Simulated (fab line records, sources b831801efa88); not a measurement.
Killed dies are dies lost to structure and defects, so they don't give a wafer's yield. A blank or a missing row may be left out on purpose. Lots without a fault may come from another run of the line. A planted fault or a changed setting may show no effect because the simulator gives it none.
Which tool did it? | flow sky130 | 13 lots, 39 wafers sampled, at 5 steps of a route of 708

WHAT THE GAUGES READ, wafer by wafer
The record holds no reading of a measuring or inspecting step that can be judged against a usual standard deviation.

WHICH TOOL RAN EACH LOT (tool, then ch and the chambers of the sampled wafers, then the start)
lot  | SKY_CONTACT_CVD_00              | SKY_METAL4_ETCH_16                | SKY_VIA4_CMP_02               | SKY_METAL5_SPUTTER_00        | SKY_PAD_OPEN_PROBE_99
L635 | pecvd-04 ch 0,1,2, day 30 00:20 | rie_metal-02 ch 0,1, day 41 11:02 | cmp-02 ch 1,2,3, day 41 12:12 | pvd_sputter-02, day 42 13:32 | -
L636 | pecvd-02 ch 0,1,2, day 30 04:29 | rie_metal-02 ch 0, day 41 13:31   | cmp-02 ch 1,3, day 41 14:44   | pvd_sputter-04, day 42 15:41 | -
L640 | pecvd-03 ch 0,1,2, day 32 23:05 | rie_metal-02 ch 0,1, day 43 22:44 | cmp-01 ch 0,1, day 43 23:52   | pvd_sputter-02, day 44 23:21 | -
L639 | pecvd-04 ch 0,1,2, day 33 03:14 | rie_metal-03 ch 0,1, day 44 00:12 | cmp-01 ch 0,1,2, day 44 02:04 | pvd_sputter-03, day 45 01:34 | -
L641 | pecvd-02 ch 1,2, day 33 05:35   | rie_metal-02 ch 0,1, day 44 05:23 | cmp-01 ch 0,2, day 44 06:30   | pvd_sputter-03, day 45 05:34 | -
L642 | pecvd-02 ch 0,1, day 33 13:26   | rie_metal-01 ch 0,1, day 44 10:27 | cmp-01 ch 1,2,3, day 44 11:41 | pvd_sputter-03, day 45 10:56 | -
L643 | pecvd-03 ch 0,2, day 33 16:56   | rie_metal-01 ch 0,1, day 44 14:32 | cmp-02 ch 0,1,3, day 44 15:44 | pvd_sputter-04, day 45 14:19 | -
L645 | pecvd-03 ch 0,2, day 33 23:02   | rie_metal-02 ch 0,1, day 44 17:46 | cmp-01 ch 0,1, day 44 18:52   | pvd_sputter-03, day 45 18:08 | -
L647 | pecvd-03 ch 0,2, day 34 13:59   | rie_metal-02 ch 0,1, day 45 05:39 | cmp-01 ch 0,2,3, day 45 06:51 | pvd_sputter-03, day 46 05:44 | -
L649 | pecvd-03 ch 0,2, day 35 05:05   | rie_metal-02 ch 0,1, day 45 18:33 | cmp-02 ch 0,2,3, day 45 19:41 | pvd_sputter-03, day 46 17:03 | prober-02, day 49 06:34
L651 | pecvd-03 ch 0,2, day 35 16:33   | rie_metal-02 ch 0,1, day 46 04:42 | cmp-01 ch 1,3, day 46 06:02   | pvd_sputter-03, day 47 03:55 | prober-02, day 49 15:53
L656 | pecvd-02 ch 1,2, day 37 04:52   | rie_metal-02 ch 1, day 47 10:10   | cmp-02 ch 1,2,3, day 47 11:34 | pvd_sputter-03, day 48 08:55 | -
L658 | pecvd-02 ch 0,1,2, day 37 16:35 | rie_metal-03 ch 0,1, day 47 17:47 | cmp-02 ch 0,1,3, day 47 18:59 | pvd_sputter-03, day 48 14:19 | -
- SKY_CONTACT_CVD_00: deposits Si3N4, target thk 75 nm.
- SKY_METAL4_ETCH_16: etches BARC in N2/H2, stops on SiO2, time 88.2 s, target depth 60 nm.
- SKY_VIA4_CMP_02: polishes SiO2.
- SKY_METAL5_SPUTTER_00: material Ti, target thk 15 nm, time 10 s.
- SKY_PAD_OPEN_PROBE_99

WHAT THE TOOLS THEMSELVES READ (means of the sampled wafers that have a number; where no wafer has one, the mark that the record gives instead)
SKY_CONTACT_CVD_00. Usual: heater_power_w 693 W, standard deviation 85.
lot  | tool     | heater_power_w (W) | flag
L635 | pecvd-04 | 655                |
L636 | pecvd-02 | 651                |
L640 | pecvd-03 | 735                |
L639 | pecvd-04 | 671                |
L641 | pecvd-02 | 738                |
L642 | pecvd-02 | 675                |
L643 | pecvd-03 | 746                |
L645 | pecvd-03 | 755                |
L647 | pecvd-03 | 822                |
L649 | pecvd-03 | 780                |
L651 | pecvd-03 | 698                |
L656 | pecvd-02 | 728                |
L658 | pecvd-02 | 671                |

SKY_METAL4_ETCH_16. Usual: drypump_motor_current_A 5.3 A, standard deviation 0.35; h2_flow_sccm 199.9 sccm, standard deviation 0.72; oes_product_au 0.626 a.u., standard deviation 0.0046; throttle_valve_pct 13.204 %, standard deviation 0.0087.
lot  | tool         | drypump_motor_current_A (A) | h2_flow_sccm (sccm) | oes_product_au (a.u.) | throttle_valve_pct (%) | flag
L635 | rie_metal-02 | 5.5                         | 200.0               | 0.629                 | 13.204                 |
L636 | rie_metal-02 | 5.5                         | 200.0               | 0.620                 | 13.203                 |
L640 | rie_metal-02 | 5.5                         | 200.2               | 0.625                 | 13.198                 |
L639 | rie_metal-03 | 4.9                         | 200.2               | 0.624                 | 13.207                 |
L641 | rie_metal-02 | 5.6                         | 199.6               | 0.631                 | 13.202                 |
L642 | rie_metal-01 | 5.1                         | 199.3               | 0.624                 | 13.203                 |
L643 | rie_metal-01 | 5.1                         | 199.7               | 0.625                 | 13.212                 |
L645 | rie_metal-02 | 5.5                         | 199.2               | 0.625                 | 13.202                 |
L647 | rie_metal-02 | 5.6                         | 199.7               | 0.629                 | 13.204                 |
L649 | rie_metal-02 | 5.6                         | 199.6               | 0.620                 | 13.197                 |
L651 | rie_metal-02 | 5.6                         | 199.0               | 0.630                 | 13.204                 |
L656 | rie_metal-02 | 5.6                         | 199.7               | 0.628                 | 13.198                 |
L658 | rie_metal-03 | 5.2                         | 199.7               | 0.629                 | 13.202                 |

SKY_VIA4_CMP_02. Usual: edge_zone_pressure_frac 1.000, standard deviation 0.0043; motor_current_A 11.3 A, standard deviation 1.
lot  | tool   | edge_zone_pressure_frac | motor_current_A (A) | flag
L635 | cmp-02 | 1.004                   | 11.4                |
L636 | cmp-02 | 0.998                   | 11.2                |
L640 | cmp-01 | 0.997                   | 11.7                |
L639 | cmp-01 | 1.000                   | 11.1                |
L641 | cmp-01 | 1.002                   | 11.9                |
L642 | cmp-01 | 0.999                   | 10.4                |
L643 | cmp-02 | 1.000                   | 10.9                |
L645 | cmp-01 | 0.998                   | 12.5                |
L647 | cmp-01 | 1.000                   | 10.7                |
L649 | cmp-02 | 1.000                   | 11.1                |
L651 | cmp-01 | 0.997                   | 11.2                |
L656 | cmp-02 | 1.001                   | 11.4                |
L658 | cmp-02 | 1.000                   | 11.1                |

SKY_METAL5_SPUTTER_00. Usual: throttle_valve_pct 29.6 %, standard deviation 0.86.
lot  | tool           | throttle_valve_pct (%) | flag
L635 | pvd_sputter-02 | 30.4                   |
L636 | pvd_sputter-04 | 29.3                   |
L640 | pvd_sputter-02 | 30.0                   |
L639 | pvd_sputter-03 | 29.6                   |
L641 | pvd_sputter-03 | 29.3                   |
L642 | pvd_sputter-03 | 29.6                   |
L643 | pvd_sputter-04 | 29.2                   |
L645 | pvd_sputter-03 | 29.7                   |
L647 | pvd_sputter-03 | 29.9                   |
L649 | pvd_sputter-03 | 29.8                   |
L651 | pvd_sputter-03 | 29.3                   |
L656 | pvd_sputter-03 | 29.6                   |
L658 | pvd_sputter-03 | 29.4                   |

SKY_PAD_OPEN_PROBE_99. Usual: killed_at_M0_to_M3 44, standard deviation 7.2; killed_at_M4_up 3.2, standard deviation 1.8; killed_at_contacts 24, standard deviation 5.4; killed_at_front_end 15, standard deviation 4; killed_at_other 0.3, standard deviation 0.56; killed_dies 87, standard deviation 9.2; killed_open 47, standard deviation 7.3; killed_short 39, standard deviation 5.7.
lot  | tool      | killed_at_M0_to_M3 | killed_at_M4_up | killed_at_contacts | killed_at_front_end | killed_at_other | killed_dies | killed_open | killed_short | flag
L649 | prober-02 | 42                 | 2.3             | 47                 | 17                  | 0.3             | 108         | 41          | 47           | OFF
L651 | prober-02 | 36                 | 5.0             | 71                 | 12                  | 0.3             | 124         | 43          | 37           | OFF

THE ANSWER, worked out from the rows above alone
Rule: a lot is off if the mean of its wafers that have a number lies more than 3 standard deviations from the usual mean. A lot without any number at a reading at which 4 lots or more have one is off too. The other lots that the step has rows for count as sound. The gauges are gone through in route order, then the tools' own readings, and for those a lot's mean is taken as printed above. The first step at which some lot is off is used, and at that step the reading that is off furthest; a lot without a number counts as furthest.
Off: L649, L651, at SKY_PAD_OPEN_PROBE_99 (killed_at_contacts). Neither off nor sound, because the step has no rows for them: L635, L636, L640, L639, L641, L642, L643, L645, L647, L656, L658.
A tool fits if, at that step or a process step before it, it ran every lot that is off, and no sound lot after the first of them. Can't be told from this: 4 tools fit, pecvd-03 at SKY_CONTACT_CVD_00, rie_metal-02 at SKY_METAL4_ETCH_16, pvd_sputter-03 at SKY_METAL5_SPUTTER_00, prober-02 at SKY_PAD_OPEN_PROBE_99.

WHAT THE SIMULATOR HAD PUT IN
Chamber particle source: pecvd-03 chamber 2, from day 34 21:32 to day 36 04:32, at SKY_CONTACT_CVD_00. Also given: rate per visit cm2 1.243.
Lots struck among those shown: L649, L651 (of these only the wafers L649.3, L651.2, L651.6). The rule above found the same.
